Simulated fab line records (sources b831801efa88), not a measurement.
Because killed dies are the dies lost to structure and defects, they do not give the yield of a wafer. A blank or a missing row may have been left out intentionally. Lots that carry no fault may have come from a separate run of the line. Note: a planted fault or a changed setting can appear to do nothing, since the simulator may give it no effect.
Matching of chambers -- flow gf180mcu -- GF_SAB_CVD_00 on pecvd-02: 3 sister chambers
The step deposits SiO2 from TEOS, target thk 50 nm, time 4.9302 s. 6 wafers are shown with their chamber, then 7 later ones without.

WAFERS PAIRED WITH THEIR CHAMBERS
wafer,chamber,heater_power_w (W),susceptor_temp_C (C)
L646.6,2,694,400.45
L647.2,2,607,399.70
L647.3,1,779,400.00
L647.6,0,669,400.08
L648.3,0,664,400.31
L648.5,1,771,399.78

WAFERS WHOSE CHAMBER IS MISSING
wafer,heater_power_w (W),susceptor_temp_C (C)
L648.6,654,399.56
L649.3,694,400.17
L649.4,683,399.93
L649.6,637,399.94
L652.1,707,399.91
L652.2,685,399.94
L652.3,666,399.98

THE CHAMBER EACH PASSED THROUGH
wafer,from the rows above,in truth
L648.6,can't be placed: 2 or 0 or 1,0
L649.3,can't be placed: 0 or 2 or 1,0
L649.4,can't be placed: 0 or 2 or 1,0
L649.6,can't be placed: 2 or 0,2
L652.1,can't be placed: 0 or 2 or 1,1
L652.2,can't be placed: 0 or 2 or 1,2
L652.3,can't be placed: 2 or 0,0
Correct placement for 0 of the 7. Cannot be placed on the basis of these rows: 7; the candidates contain the true chamber in 7. Placed wrongly: 0.
How it was worked out, from the rows above alone: a wafer's distance from a chamber is the root of the sum, over the readings, of the square of ((its reading less the chamber's mean) divided by the reading's scatter). If the next closest chamber is less than 2 further off than the closest, the wafer can't be placed; otherwise it belongs to the closest. Each chamber's mean is taken over the wafers shown for it. The scatter: take each reading less its chamber's mean, square it, sum over the shown wafers, divide by the number of wafers less the number of chambers, and take the root.
